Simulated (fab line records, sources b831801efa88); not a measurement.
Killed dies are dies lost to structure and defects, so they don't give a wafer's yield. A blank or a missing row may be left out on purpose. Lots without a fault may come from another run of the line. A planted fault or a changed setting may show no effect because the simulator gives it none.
fab line records | flow sfq_line | part 1 of 2: steps 1 to 28 of 40
record lots=5 wafers=15 last_day=93
route steps=325 shown I0@47 M1@58 I1@73
lots that met no fault: from a run of the same line without faults
start_h: hours from the record's first day to the start of the lot's first wafer shown | wait_h: hours since the lot's step before | " the same as in the row above | L1.1+2: a row that stands for several wafers | - no value, or no start given | * or withheld: withheld | < > ~ a bound
route shown NAME@n: a module of which the file shows steps, and the number in the route of the first | usual: mean/standard deviation of fault-free wafers | same: alike in all rows | chamber/n: place in a boat | sites: the reading at each site | _std_site: their standard deviation | _edge_site: outer sites' mean less inner sites' | radius_mm: how far each site lies from the wafer's centre | mask NAME#n: copy n | behind: the tool/chamber that last shaped the wafer | hold: why the lot was held/for how many hours/how that ended | device: the transistor (n, p or np) that didn't switch | end of line: the same wafers' tests at the end of the route | a step without rows: its recipe alone | killed: dies lost to structure and defects at the first sort, not the wafer's yield | map: a wafer's dies, x killed, . not, _ none there
set.NAME: the setting as run; set.NAME@STEP: as run at that earlier step | model.NAME: the simulator's own value behind a step, which no gauge read
lots at some steps of the route; a table a step, a row a wafer
services: from which hour (start_h, from the record's first day; less than 0 if before it) a tool's chamber was out of use, for how many hours, and why
## steps
# step SFQ_TRILAYER_I0_VIA_LITHO_COAT_036
# recipe resist=BARC spin_rpm=3000 resist_thk_nm=62
# columns lot.wafer tool chamber start_h wait_h
L078.1+2+4 litho_track-01 0 165.05 1.0
L080.2+3+4 litho_track-02 0 178.61 0.8
L082.1+3+4 litho_track-01 0 187.56 1.0
L089.1+3+5 litho_track-02 0 256.04 1.0
L090.2+3+4 litho_track-01 0 264.16 0.8
# step SFQ_TRILAYER_I0_VIA_LITHO_COAT_031
# recipe resist=KrF spin_rpm=3000 resist_thk_nm=650
# columns lot.wafer tool chamber start_h wait_h
L078.1+2+4 litho_track-01 0 165.35 0.2
L080.2+3+4 litho_track-02 0 178.91 0.2
L082.1+3+4 litho_track-01 0 187.86 0.2
L089.1+3+5 litho_track-02 0 256.34 0.2
L090.2+3+4 litho_track-01 0 264.46 0.2
# step SFQ_TRILAYER_I0_VIA_LITHO_SOFTBAKE_035
# recipe temp_c=withheld time_s=withheld resist=KrF
# columns lot.wafer tool chamber start_h wait_h
L078.1+2+4 litho_track-01 0 165.65 0.2
L080.2+3+4 litho_track-02 0 179.18 0.2
L082.1+3+4 litho_track-01 0 188.16 0.2
L089.1+3+5 litho_track-02 0 256.64 0.2
L090.2+3+4 litho_track-01 0 264.74 0.2
# step SFQ_TRILAYER_I0_VIA_LITHO_EXPOSE_032
# recipe mask_id=I0 na=0.6 source_shape=conventional sigma_outer=0.65 target_cd_nm=500 dose_mj=21.3
# usual exposure_dose_mJ_cm2=21.301/0.019
# columns lot.wafer tool chamber start_h wait_h mask exposure_dose_mJ_cm2
L078.1 krf_scanner-01 0 212.07 - I0#0 21.320
L078.2 " 0 " " I0#0 21.334
L078.4 " 0 " " I0#0 21.290
L080.2 krf_scanner-01 0 227.42 - I0#0 21.304
L080.3 " 0 " " I0#0 21.294
L080.4 " 0 " " I0#0 21.299
L082.1 krf_scanner-01 0 238.02 - I0#0 21.323
L082.3 " 0 " " I0#0 21.305
L082.4 " 0 " " I0#0 21.319
L089.1 krf_scanner-01 0 302.92 - I0#0 21.298
L089.3 " 0 " " I0#0 21.297
L089.5 " 0 " " I0#0 21.258
L090.2 krf_scanner-01 0 312.92 - I0#0 21.309
L090.3 " 0 " " I0#0 21.307
L090.4 " 0 " " I0#0 21.304
# step SFQ_TRILAYER_I0_VIA_LITHO_PEB_034
# recipe peb_temp_c=115 peb_time_s=60 resist=KrF
# columns lot.wafer tool chamber start_h wait_h
L078.1+2+4 litho_track-02 0 213.27 1.0
L080.2+3+4 litho_track-04 0 228.44 0.8
L082.1+3+4 litho_track-02 0 239.22 1.0
L089.1+3+5 litho_track-04 0 304.12 1.0
L090.2+3+4 litho_track-01 0 313.95 0.8
# step SFQ_TRILAYER_I0_VIA_LITHO_DEVELOP_033
# recipe time_s=60 resist=KrF
# columns lot.wafer tool chamber start_h wait_h
L078.1+2+4 litho_track-02 0 213.42 0.1
L080.2+3+4 litho_track-04 0 228.59 0.1
L082.1+3+4 litho_track-02 0 239.37 0.1
L089.1+3+5 litho_track-04 0 304.27 0.1
L090.2+3+4 litho_track-01 0 314.10 0.1
# step SFQ_I0_OVL_MEAS_908
# usual I0_OVL=1/6.2
# columns lot.wafer tool chamber start_h wait_h I0_OVL[nm]
L078.1 overlay-01 - 213.57 0.1 0
L078.2 " - " " 5
L078.4 " - " " 1
L080.2 overlay-01 - 228.72 0.1 3
L080.3 " - " " 5
L080.4 " - " " -6
L082.1 overlay-02 - 239.52 0.1 5
L082.3 " - " " 6
L082.4 " - " " 7
L089.1 overlay-01 - 304.42 0.1 5
L089.3 " - " " 3
L089.5 " - " " -2
L090.2 overlay-02 - 314.23 0.1 -10
L090.3 " - " " -12
L090.4 " - " " -13
# step SFQ_TRILAYER_I0_VIA_BARC_OPEN_VIA_ETCH_046
# recipe mask_material=PR chemistry=O2 target_depth_nm=125 target=BARC source_w=500 bias_w=80 pressure_mtorr=30 time_s=41.7
# usual drypump_motor_current_A=5.7/0.36 oes_product_au=0.685/0.0044
# columns lot.wafer tool chamber start_h wait_h drypump_motor_current_A oes_product_au rf_hours_counter_h
L078.1 rie_diel-03 1 213.60 0.0 5.8 0.692 75
L078.2 " 0 " " 5.8 0.694 5
L078.4 " 3 " " 5.1 0.691 105
L080.2 rie_diel-03 1 228.75 0.0 5.8 0.681 75
L080.3 " 0 " " 5.9 0.684 5
L080.4 " 3 " " 5.1 0.682 106
L082.1 rie_diel-02 2 239.55 0.0 6.3 0.688 52
L082.3 " 0 " " 5.6 0.680 8
L082.4 " 3 " " 5.2 0.676 49
L089.1 rie_diel-02 1 304.45 0.0 5.5 0.679 85
L089.3 " 2 " " 6.3 0.689 53
L089.5 " 2 " " 6.3 0.683 -
L090.2 rie_diel-01 3 314.26 0.0 5.9 0.691 11
L090.3 " 2 " " 5.6 0.685 115
L090.4 " 0 " " 5.2 0.680 2
# step SFQ_TRILAYER_I0_VIA_ETCH_VIA_ETCH_034
# recipe target=SiO2 stop_on=Nb mask_material=PR taper_deg=20 chemistry=CHF3 target_depth_nm=260 source_w=500 bias_w=80 pressure_mtorr=30 time_s=withheld
# usual drypump_motor_current_A=5.7/0.36 oes_product_au=0.854/0.0048
# columns lot.wafer tool chamber start_h wait_h drypump_motor_current_A oes_product_au
L078.1 rie_diel-03 1 213.64 0.0 5.8 0.853
L078.2 " 0 " " 5.9 0.849
L078.4 " 3 " " 5.1 0.850
L080.2 rie_diel-03 1 228.79 0.0 5.8 0.863
L080.3 " 0 " " 5.9 0.847
L080.4 " 3 " " 5.1 0.850
L082.1 rie_diel-02 2 239.59 0.0 6.3 0.846
L082.3 " 0 " " 5.6 0.855
L082.4 " 3 " " 5.2 0.853
L089.1 rie_diel-02 1 304.49 0.0 5.5 0.859
L089.3 " 2 " " 6.3 0.855
L089.5 " 2 " " 6.3 0.852
L090.2 rie_diel-01 3 314.30 0.0 5.9 0.846
L090.3 " 2 " " 5.6 0.851
L090.4 " 0 " " 5.2 0.857
# step SFQ_TRILAYER_I0_VIA_STRIP_STRIP_035
# recipe gas=O2 power_w=200 platen_temp_c=40 overash_fraction=0.65 chemistry=O2 pressure_mtorr=50
# usual drypump_motor_current_A=5.8/0.61 oes_product_au=0.997/0.0076
# columns lot.wafer tool chamber start_h wait_h drypump_motor_current_A oes_product_au rf_hours_counter_h
L078.1 rie_metal-02 0 213.76 - 4.6 1.002 84
L078.2 " 1 " " 5.3 0.992 52
L078.4 " 1 " " 5.3 0.990 -
L080.2 rie_metal-03 1 228.91 - 5.7 0.989 29
L080.3 " 0 " " 5.9 0.996 -
L080.4 " 1 " " 5.7 0.996 -
L082.1 rie_metal-01 1 239.71 - 6.2 0.996 76
L082.3 " 1 " " 6.2 0.999 -
L082.4 " 0 " " 6.6 0.987 -
L089.1 rie_metal-03 0 304.61 - 5.9 0.999 7
L089.3 " 1 " " 5.7 0.997 -
L089.5 " 1 " " 5.7 0.994 -
L090.2 rie_metal-01 0 314.41 - 6.5 0.987 84
L090.3 " 1 " " 6.2 1.012 -
L090.4 " 0 " " 6.6 0.992 -
# step SFQ_TRILAYER_I0_VIA_STRIP_SOLV_CLEAN_036
# recipe chemistry=NMP temp_c=70 time_s=600
# columns lot.wafer tool chamber start_h wait_h
L078.1+2+4 wet_bench-01 2,5,4 214.36 0.4
L080.2+3+4 wet_bench-01 7,4,5 229.51 0.4
L082.1+3+4 wet_bench-01 3,5,4 240.31 0.4
L089.1+3+5 wet_bench-04 0,2,1 305.21 0.4
L090.2+3+4 wet_bench-04 6,1,0 315.01 0.4
# step SFQ_TRILAYER_M1_DEP_PRE_CLEAN_038
# recipe gas=Ar time_s=22.5 bias_v=250
# columns lot.wafer tool chamber start_h wait_h
L078.1+2+4 pvd_sputter-06 - 214.53 0.0
L080.2+3+4 pvd_sputter-05 - 229.68 0.0
L082.1+3+4 pvd_sputter-05 - 240.48 0.0
L089.1+3+5 pvd_sputter-05 - 305.38 0.0
L090.2+3+4 pvd_sputter-04 - 315.19 0.0
# step SFQ_TRILAYER_M1_DEP_SPUTTER_037
# recipe material=Nb base_pressure_pa=1.33e-06 chamber_pressure_pa=0.1333 substrate_temp_c=20 resputter_cathode_voltage_v=400 target_thk_nm=200 power_w=2000 time_s=133.3
# usual resputter_cathode_voltage_v=400/3.9 throttle_valve_pct=29.9/0.92
# columns lot.wafer tool chamber start_h wait_h resputter_cathode_voltage_v throttle_valve_pct
L078.1 pvd_sputter-06 - 214.56 0.0 398 29.0
L078.2 " - " " 402 29.6
L078.4 " - " " 397 29.6
L080.2 pvd_sputter-05 - 229.71 0.0 404 30.5
L080.3 " - " " 404 29.4
L080.4 " - " " 395 30.3
L082.1 pvd_sputter-05 - 240.54 0.0 406 30.2
L082.3 " - " " 401 29.1
L082.4 " - " " 402 30.3
L089.1 pvd_sputter-05 - 305.41 0.0 403 31.6
L089.3 " - " " 403 30.4
L089.5 " - " " 397 30.2
L090.2 pvd_sputter-04 - 315.22 0.0 400 30.7
L090.3 " - " " 398 28.8
L090.4 " - " " 392 28.2
# step SFQ_M1_RS_MEAS_909
# recipe thk_meas_gauge=four-point-probe reads=Nb_of_TRILAYER_M1_DEP_SPUTTER_037
# usual M1_NB_RS=0.893/0.0095
# columns lot.wafer tool chamber start_h wait_h M1_NB_RS[ohm/sq]
L078.1 film_metro-01 - 214.65 0.0 0.894
L078.2 " - " " 0.896
L078.4 " - " " 0.896
L080.2 film_metro-04 - 229.82 0.1 0.910
L080.3 " - " " 0.894
L080.4 " - " " 0.907
L082.1 film_metro-03 - 240.72 0.1 0.914
L082.3 " - " " 0.893
L082.4 " - " " 0.906
L089.1 film_metro-01 - 305.50 0.0 0.888
L089.3 " - " " 0.888
L089.5 " - " " 0.880
L090.2 film_metro-03 - 315.33 0.1 0.889
L090.3 " - " " 0.889
L090.4 " - " " 0.887
# step SFQ_TRILAYER_M1_LITHO_COAT_044
# recipe resist=BARC spin_rpm=3000 resist_thk_nm=62
# columns lot.wafer tool chamber start_h wait_h
L078.1+2+4 litho_track-02 0 214.83 0.1
L080.2+3+4 litho_track-01 0 230.03 0.1
L082.1+3+4 litho_track-02 0 240.90 0.1
L089.1+3+5 litho_track-03 0 305.68 0.1
L090.2+3+4 litho_track-03 0 315.54 0.1
# step SFQ_TRILAYER_M1_LITHO_COAT_039
# recipe resist=KrF spin_rpm=3000 resist_thk_nm=600
# columns lot.wafer tool chamber start_h wait_h
L078.1+2+4 litho_track-02 0 215.13 0.2
L080.2+3+4 litho_track-01 0 230.33 0.2
L082.1+3+4 litho_track-02 0 241.20 0.2
L089.1+3+5 litho_track-03 0 305.98 0.2
L090.2+3+4 litho_track-03 0 315.84 0.2
# step SFQ_TRILAYER_M1_LITHO_SOFTBAKE_043
# recipe temp_c=withheld time_s=withheld resist=KrF
# columns lot.wafer tool chamber start_h wait_h
L078.1+2+4 litho_track-02 0 215.43 0.2
L080.2+3+4 litho_track-01 0 230.61 0.2
L082.1+3+4 litho_track-02 0 241.50 0.2
L089.1+3+5 litho_track-03 0 306.28 0.2
L090.2+3+4 litho_track-03 0 316.11 0.2
# step SFQ_TRILAYER_M1_LITHO_EXPOSE_040
# recipe mask_id=M1 na=0.6 source_shape=conventional sigma_outer=0.65 target_cd_nm=500 dose_mj=14.4
# usual exposure_dose_mJ_cm2=14.399/0.015
# columns lot.wafer tool chamber start_h wait_h mask exposure_dose_mJ_cm2
L078.1 krf_scanner-01 0 259.62 - M1#0 14.407
L078.2 " 0 " " M1#0 14.405
L078.4 " 0 " " M1#0 14.406
L080.2 krf_scanner-01 0 277.82 - M1#0 14.388
L080.3 " 0 " " M1#0 14.388
L080.4 " 0 " " M1#0 14.404
L082.1 krf_scanner-01 0 284.82 - M1#0 14.419
L082.3 " 0 " " M1#0 14.388
L082.4 " 0 " " M1#0 14.396
L089.1 krf_scanner-01 0 356.70 - M1#0 14.398
L089.3 " 0 " " M1#0 14.388
L089.5 " 0 " " M1#0 14.386
L090.2 krf_scanner-01 0 368.90 - M1#0 14.420
L090.3 " 0 " " M1#0 14.416
L090.4 " 0 " " M1#0 14.418
# step SFQ_TRILAYER_M1_LITHO_PEB_042
# recipe peb_temp_c=115 peb_time_s=60 resist=KrF
# columns lot.wafer tool chamber start_h wait_h
L078.1+2+4 litho_track-02 0 260.82 1.0
L080.2+3+4 litho_track-01 0 278.84 0.8
L082.1+3+4 litho_track-02 0 286.02 1.0
L089.1+3+5 litho_track-01 0 357.90 1.0
L090.2+3+4 litho_track-02 0 369.92 0.8
# step SFQ_TRILAYER_M1_LITHO_DEVELOP_041
# recipe time_s=60 resist=KrF
# columns lot.wafer tool chamber start_h wait_h
L078.1+2+4 litho_track-02 0 260.97 0.1
L080.2+3+4 litho_track-01 0 278.99 0.1
L082.1+3+4 litho_track-02 0 286.17 0.1
L089.1+3+5 litho_track-01 0 358.05 0.1
L090.2+3+4 litho_track-02 0 370.07 0.1
# step SFQ_M1_OVL_MEAS_911
# usual M1_OVL=2/4.5
# columns lot.wafer tool chamber start_h wait_h M1_OVL[nm]
L078.1 overlay-02 - 261.12 0.1 2
L078.2 " - " " 5
L078.4 " - " " 9
L080.2 overlay-02 - 279.12 0.1 5
L080.3 " - " " 4
L080.4 " - " " -2
L082.1 overlay-02 - 286.32 0.1 -5
L082.3 " - " " -1
L082.4 " - " " -3
L089.1 overlay-02 - 358.20 0.1 5
L089.3 " - " " 1
L089.5 " - " " 5
L090.2 overlay-02 - 370.20 0.1 1
L090.3 " - " " -5
L090.4 " - " " -7
# step SFQ_TRILAYER_M1_BARC_OPEN_METAL_ETCH_054
# recipe mask_material=PR chemistry=O2 target_depth_nm=125 target=BARC icp_w=600 bias_w=80 pressure_mtorr=10 time_s=41.7
# usual drypump_motor_current_A=5.6/0.74 oes_product_au=0.685/0.0044
# columns lot.wafer tool chamber start_h wait_h drypump_motor_current_A oes_product_au rf_hours_counter_h
L078.1 rie_metal-02 0 261.15 0.0 4.7 0.682 95
L078.2 " 1 " " 5.2 0.686 63
L078.4 " 0 " " 4.6 0.690 -
L080.2 rie_metal-02 1 279.15 0.0 5.2 0.686 66
L080.3 " 1 " " 5.3 0.680 -
L080.4 " 0 " " 4.6 0.692 -
L082.1 rie_metal-02 0 286.35 0.0 4.6 0.684 99
L082.3 " 1 " " 5.2 0.681 -
L082.4 " 0 " " 4.6 0.681 -
L089.1 rie_metal-02 1 358.23 0.0 5.3 0.678 80
L089.3 " 0 " " 4.6 0.688 -
L089.5 " 1 " " 5.3 0.686 -
L090.2 rie_metal-01 0 370.23 0.0 6.6 0.681 94
L090.3 " 1 " " 6.2 0.696 -
L090.4 " 0 " " 6.6 0.685 -
# step SFQ_TRILAYER_M1_ETCH_METAL_ETCH_042
# recipe target=Nb stop_on=SiO2 mask_material=PR chemistry=Cl2/Ar target_depth_nm=240 icp_w=600 bias_w=80 pressure_mtorr=10 time_s=120
# usual drypump_motor_current_A=5.6/0.73 oes_product_au=0.892/0.0065
# columns lot.wafer tool chamber start_h wait_h drypump_motor_current_A oes_product_au rf_hours_counter_h
L078.1 rie_metal-02 0 261.21 0.0 4.6 0.886 95
L078.2 " 1 " " 5.3 0.894 63
L078.4 " 0 " " 4.6 0.893 -
L080.2 rie_metal-02 1 279.21 0.0 5.2 0.882 66
L080.3 " 1 " " 5.3 0.890 -
L080.4 " 0 " " 4.6 0.891 -
L082.1 rie_metal-02 0 286.41 0.0 4.6 0.887 99
L082.3 " 1 " " 5.2 0.893 -
L082.4 " 0 " " 4.6 0.877 -
L089.1 rie_metal-02 1 358.29 0.0 5.2 0.891 80
L089.3 " 0 " " 4.6 0.895 -
L089.5 " 1 " " 5.2 0.898 -
L090.2 rie_metal-01 0 370.29 0.0 6.5 0.897 94
L090.3 " 1 " " 6.2 0.891 -
L090.4 " 0 " " 6.5 0.897 -
# step SFQ_TRILAYER_M1_STRIP_STRIP_043
# recipe gas=O2 power_w=200 platen_temp_c=40 overash_fraction=0.65 chemistry=O2 pressure_mtorr=50
# usual drypump_motor_current_A=5.6/0.73 oes_product_au=0.999/0.0084
# columns lot.wafer tool chamber start_h wait_h drypump_motor_current_A oes_product_au rf_hours_counter_h
L078.1 rie_metal-02 0 261.34 0.1 4.6 1.003 95
L078.2 " 1 " " 5.3 0.997 63
L078.4 " 0 " " 4.6 1.012 -
L080.2 rie_metal-02 1 279.34 0.1 5.2 0.981 66
L080.3 " 1 " " 5.3 0.992 -
L080.4 " 0 " " 4.6 0.989 -
L082.1 rie_metal-02 0 286.54 0.1 4.6 0.993 100
L082.3 " 1 " " 5.2 0.989 -
L082.4 " 0 " " 4.6 0.995 -
L089.1 rie_metal-02 1 358.42 0.1 5.3 0.989 81
L089.3 " 0 " " 4.6 1.017 -
L089.5 " 1 " " 5.2 0.997 -
L090.2 rie_metal-01 0 370.42 0.1 6.6 0.998 94
L090.3 " 1 " " 6.2 1.008 -
L090.4 " 0 " " 6.5 0.993 -
# step SFQ_TRILAYER_M1_STRIP_SOLV_CLEAN_044
# recipe chemistry=NMP temp_c=70 time_s=600
# columns lot.wafer tool chamber start_h wait_h
L078.1+2+4 wet_bench-02 3,1,2 261.94 0.4
L080.2+3+4 wet_bench-01 1,4,7 279.94 0.4
L082.1+3+4 wet_bench-02 0,1,6 287.14 0.4
L089.1+3+5 wet_bench-01 1,4,2 359.02 0.4
L090.2+3+4 wet_bench-01 2,7,1 371.02 0.4
# step SFQ_TRILAYER_I1_DEP_PECVD_045
# recipe material=SiO2 temp_c=150 time_s=111.11 pressure_torr=2.4 rf_w=183.3 precursor=SiH4/N2O target_thk_nm=500
# usual heater_power_w=82/18 throttle_valve_pct=24.7/0.67
# columns lot.wafer tool chamber start_h wait_h heater_power_w throttle_valve_pct
L078.1 pecvd-03 0 262.11 0.0 116 25.1
L078.2 " 1 " " 99 25.9
L078.4 " 1 " " 99 25.9
L080.2 pecvd-03 2 280.13 0.0 99 25.3
L080.3 " 0 " " 113 25.0
L080.4 " 1 " " 89 26.0
L082.1 pecvd-01 0 287.31 0.0 86 25.2
L082.3 " 1 " " 61 24.9
L082.4 " 1 " " 67 24.5
L089.1 pecvd-04 2 359.19 0.0 61 24.4
L089.3 " 1 " " 78 24.9
L089.5 " 2 " " 65 24.2
L090.2 pecvd-01 0 371.19 0.0 90 25.1
L090.3 " 2 " " 57 24.8
L090.4 " 1 " " 59 24.6
# step SFQ_TRILAYER_I1_CMP_CMP_046
# recipe material=SiO2 down_force_psi=3 platen_rpm=60 pad_velocity_m_s=0.94248
# usual edge_zone_pressure_frac=1.000/0.0046 motor_current_A=10.3/0.92 slurry_flow_ml_min=150.0/0.44 time_to_endpoint_s=214/9.1
# columns lot.wafer tool chamber start_h wait_h edge_zone_pressure_frac motor_current_A slurry_flow_ml_min time_to_endpoint_s
L078.1 cmp-02 2 262.79 0.6 0.995 9.3 149.6 208
L078.2 " 3 " " 0.998 10.9 150.2 192
L078.4 " 0 " " 0.990 9.5 150.5 207
L080.4 cmp-02 0 281.00 0.8 0.992 10.3 150.2 210
L080.3 " 1 " " 0.993 11.3 151.0 197
L080.2 " 3 282.50 2.3 1.004 10.5 150.0 201
L082.4 cmp-01 3 291.18 3.8 0.998 10.5 150.3 210
L082.1 " 0 " " 0.999 9.2 149.9 207
L082.3 " 1 " " 0.991 11.5 150.3 202
L089.3 cmp-02 0 359.72 0.5 0.998 10.6 150.5 208
L089.1 " 1 " " 1.006 11.0 150.0 198
L089.5 " 1 362.22 2.9 1.006 10.7 149.8 204
L090.2 cmp-01 3 371.83 0.6 1.001 10.3 150.0 216
L090.3 " 1 372.83 1.6 1.004 11.5 150.3 217
L090.4 " 2 " " 1.002 10.3 150.7 236
# step SFQ_I1_BOW_MEAS_912
# recipe mode=bow
# usual I1_BOW=0/7.8
# columns lot.wafer tool chamber start_h wait_h I1_BOW[um]
L078.1 film_metro-02 - 265.79 2.5 5
L078.2 " - " " 11
L078.4 " - " " 7
L080.2 film_metro-02 - 284.02 1.0 9
L080.3 " - " " -9
L080.4 " - " " -5
L082.1 film_metro-01 - 294.18 2.0 -3
L082.3 " - " " -2
L082.4 " - " " -13
L089.1 film_metro-01 - 362.72 2.0 -10
L089.3 " - " " -10
L089.5 " - " " -16
L090.2 film_metro-02 - 374.85 2.5 3
L090.3 " - " " 1
L090.4 " - " " 1
